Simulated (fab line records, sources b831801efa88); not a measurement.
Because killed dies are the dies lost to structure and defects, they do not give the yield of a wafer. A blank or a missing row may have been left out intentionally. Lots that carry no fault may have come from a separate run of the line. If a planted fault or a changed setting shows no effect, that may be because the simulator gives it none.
Split-lot study || flow sfq-line || 23 wafers read across 5 lots, on a route 325 steps long

## ON THE SPLIT
At SFQ_TRILAYER_JJ_CE_LITHO_PEB_117 (peb time 60 s), the setting peb-time-s was moved away from the recipe's 60 s on 10 of the 23 wafers read, by -5.8% to +13.0%. All remaining wafers had this setting at the recipe value.

## BETWEEN THE SPLIT AND THE READING: the file shows 1 step in between
- SFQ_TRILAYER_JJ_CE_LITHO_DEVELOP_116: time 60 s

## THE READING
cd-nm, in nm, at SFQ_TRILAYER_JJ_CE_METRO_MEASURE_117. Fault-free wafers of this fab line usually give 700.3 nm, standard deviation 1.4 nm.

{"wafer": "L076.1", "tool, chamber at the split": "litho-track-04, 0", "peb-time-s as run, s": 56.55, "against the recipe": "-5.8%", "cd-nm, nm": 711.1, "against lot-mates on the recipe": "+10.6"}
{"wafer": "L076.2", "tool, chamber at the split": "litho-track-04, 0", "peb-time-s as run, s": 60, "against the recipe": "recipe", "cd-nm, nm": 700.5, "against lot-mates on the recipe": "-"}
{"wafer": "L076.3", "tool, chamber at the split": "litho-track-04, 0", "peb-time-s as run, s": 56.55, "against the recipe": "-5.8%", "cd-nm, nm": 709.8, "against lot-mates on the recipe": "+9.3"}
{"wafer": "L076.4", "tool, chamber at the split": "litho-track-04, 0", "peb-time-s as run, s": 60, "against the recipe": "recipe", "cd-nm, nm": 701.3, "against lot-mates on the recipe": "-"}
{"wafer": "L076.6", "tool, chamber at the split": "litho-track-04, 0", "peb-time-s as run, s": 60, "against the recipe": "recipe", "cd-nm, nm": 699.8, "against lot-mates on the recipe": "-"}
{"wafer": "L078.1", "tool, chamber at the split": "litho-track-03, 0", "peb-time-s as run, s": 57.35, "against the recipe": "-4.4%", "cd-nm, nm": 705.8, "against lot-mates on the recipe": "+6.5"}
{"wafer": "L078.2", "tool, chamber at the split": "litho-track-03, 0", "peb-time-s as run, s": 60, "against the recipe": "recipe", "cd-nm, nm": 699.5, "against lot-mates on the recipe": "-"}
{"wafer": "L078.4", "tool, chamber at the split": "litho-track-03, 0", "peb-time-s as run, s": 60, "against the recipe": "recipe", "cd-nm, nm": 700.2, "against lot-mates on the recipe": "-"}
{"wafer": "L078.5", "tool, chamber at the split": "litho-track-03, 0", "peb-time-s as run, s": 57.35, "against the recipe": "-4.4%", "cd-nm, nm": 706.4, "against lot-mates on the recipe": "+7.1"}
{"wafer": "L078.6", "tool, chamber at the split": "litho-track-03, 0", "peb-time-s as run, s": 60, "against the recipe": "recipe", "cd-nm, nm": 698.3, "against lot-mates on the recipe": "-"}
{"wafer": "L079.2", "tool, chamber at the split": "litho-track-03, 0", "peb-time-s as run, s": 60, "against the recipe": "recipe", "cd-nm, nm": 699.3, "against lot-mates on the recipe": "-"}
{"wafer": "L079.3", "tool, chamber at the split": "litho-track-03, 0", "peb-time-s as run, s": 60, "against the recipe": "recipe", "cd-nm, nm": 700.2, "against lot-mates on the recipe": "-"}
{"wafer": "L079.5", "tool, chamber at the split": "litho-track-03, 0", "peb-time-s as run, s": 60, "against the recipe": "recipe", "cd-nm, nm": 699.3, "against lot-mates on the recipe": "-"}
{"wafer": "L080.1", "tool, chamber at the split": "litho-track-03, 0", "peb-time-s as run, s": 67.22, "against the recipe": "+12.0%", "cd-nm, nm": 682.3, "against lot-mates on the recipe": -16.1}
{"wafer": "L080.3", "tool, chamber at the split": "litho-track-03, 0", "peb-time-s as run, s": 60, "against the recipe": "recipe", "cd-nm, nm": 698.0, "against lot-mates on the recipe": "-"}
{"wafer": "L080.4", "tool, chamber at the split": "litho-track-03, 0", "peb-time-s as run, s": 60, "against the recipe": "recipe", "cd-nm, nm": 698.8, "against lot-mates on the recipe": "-"}
{"wafer": "L080.5", "tool, chamber at the split": "litho-track-03, 0", "peb-time-s as run, s": 67.22, "against the recipe": "+12.0%", "cd-nm, nm": 682.8, "against lot-mates on the recipe": -15.6}
{"wafer": "L080.6", "tool, chamber at the split": "litho-track-03, 0", "peb-time-s as run, s": 67.22, "against the recipe": "+12.0%", "cd-nm, nm": 682.5, "against lot-mates on the recipe": -15.9}
{"wafer": "L081.1", "tool, chamber at the split": "litho-track-03, 0", "peb-time-s as run, s": 67.82, "against the recipe": "+13.0%", "cd-nm, nm": 684.8, "against lot-mates on the recipe": -17.4}
{"wafer": "L081.2", "tool, chamber at the split": "litho-track-03, 0", "peb-time-s as run, s": 67.82, "against the recipe": "+13.0%", "cd-nm, nm": 686.1, "against lot-mates on the recipe": -16.1}
{"wafer": "L081.4", "tool, chamber at the split": "litho-track-03, 0", "peb-time-s as run, s": 67.82, "against the recipe": "+13.0%", "cd-nm, nm": 685.9, "against lot-mates on the recipe": -16.3}
{"wafer": "L081.5", "tool, chamber at the split": "litho-track-03, 0", "peb-time-s as run, s": 60, "against the recipe": "recipe", "cd-nm, nm": 703.1, "against lot-mates on the recipe": "-"}
{"wafer": "L081.6", "tool, chamber at the split": "litho-track-03, 0", "peb-time-s as run, s": 60, "against the recipe": "recipe", "cd-nm, nm": 701.2, "against lot-mates on the recipe": "-"}

THE FIT
A straight line over all 23 wafers: cd-nm changes by -1.33 nm for each +1% of peb-time-s; r = -0.98; the points scatter about the line by 1.8 nm.
The same after taking each lot's own level away (the mean of its wafers on the recipe; 23 wafers): -1.35 nm for each +1%; r = -0.99; scatter 0.91 nm.
According to that fit, moving peb-time-s by its largest amount changes the reading by 18 nm.
From 698.40 to 702.15 nm: that is the span of the lots' own levels, equal to 2.7 times the standard deviation above.
So the lot-to-lot level changes the slope little: the two slopes agree.
Check: -17.1 nm against its lot-mates is what the line predicts for one of the wafers moved furthest among these (+13.0%) when that wafer is left out of the fit. It came out at -17.4 nm against them.

## THE OTHER SPLITS THESE WAFERS WENT THROUGH
Other splits were also applied to these wafers ahead of the reading. Each is held against what the fit with the lots' levels taken away leaves over:
{"other split on the same wafers": "SFQ_TRILAYER_M3_LITHO_PEB_078 peb-temp-c", "wafers away from the commonest value": 11, "r with cd-nm (lot level and that fit taken away)": -0.10}
{"other split on the same wafers": "SFQ_TRILAYER_I3_VIA_LITHO_COAT_090 spin-rpm", "wafers away from the commonest value": 8, "r with cd-nm (lot level and that fit taken away)": -0.11}
{"other split on the same wafers": "SFQ_TRILAYER_I3_VIA_BARC_OPEN_VIA_ETCH_121 source-w", "wafers away from the commonest value": 9, "r with cd-nm (lot level and that fit taken away)": -0.03}
{"other split on the same wafers": "SFQ_TRILAYER_M4_LITHO_COAT_098 spin-rpm", "wafers away from the commonest value": 5, "r with cd-nm (lot level and that fit taken away)": -0.05}
{"other split on the same wafers": "SFQ_TRILAYER_M4_LITHO_PEB_096 peb-temp-c", "wafers away from the commonest value": 8, "r with cd-nm (lot level and that fit taken away)": -0.09}
{"other split on the same wafers": "SFQ_TRILAYER_I4_VIA_LITHO_COAT_108 resist-thk-nm", "wafers away from the commonest value": 8, "r with cd-nm (lot level and that fit taken away)": -0.27}
{"other split on the same wafers": "SFQ_TRILAYER_JJ_TRILAYER_DEP_SPUTTER_112 power-w", "wafers away from the commonest value": 5, "r with cd-nm (lot level and that fit taken away)": "+0.05"}

## THE WHOLE CHAIN: every reading that the file lists as answering this split, in the file's order
{"step": "SFQ_TRILAYER_JJ_CE_METRO_MEASURE_117", "what it does": "", "reading": "cd-nm", "change (the file's fit)": "-1.34 nm for each +1% of the setting", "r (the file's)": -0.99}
{"step": "SFQ_TRILAYER_JJ_CE_BARC_OPEN_RIE_150", "what it does": "chemistry O2, target BARC, target depth 240 nm, time 80 s", "reading": "JJ.cd-nm (the simulator's own value, which no gauge read)", "change (the file's fit)": "-1.36 nm for each +1% of the setting", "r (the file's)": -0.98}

## THE FILE'S OWN FIT
cd-nm changes by -1.34 nm for each +1% of peb-time-s, r = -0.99.
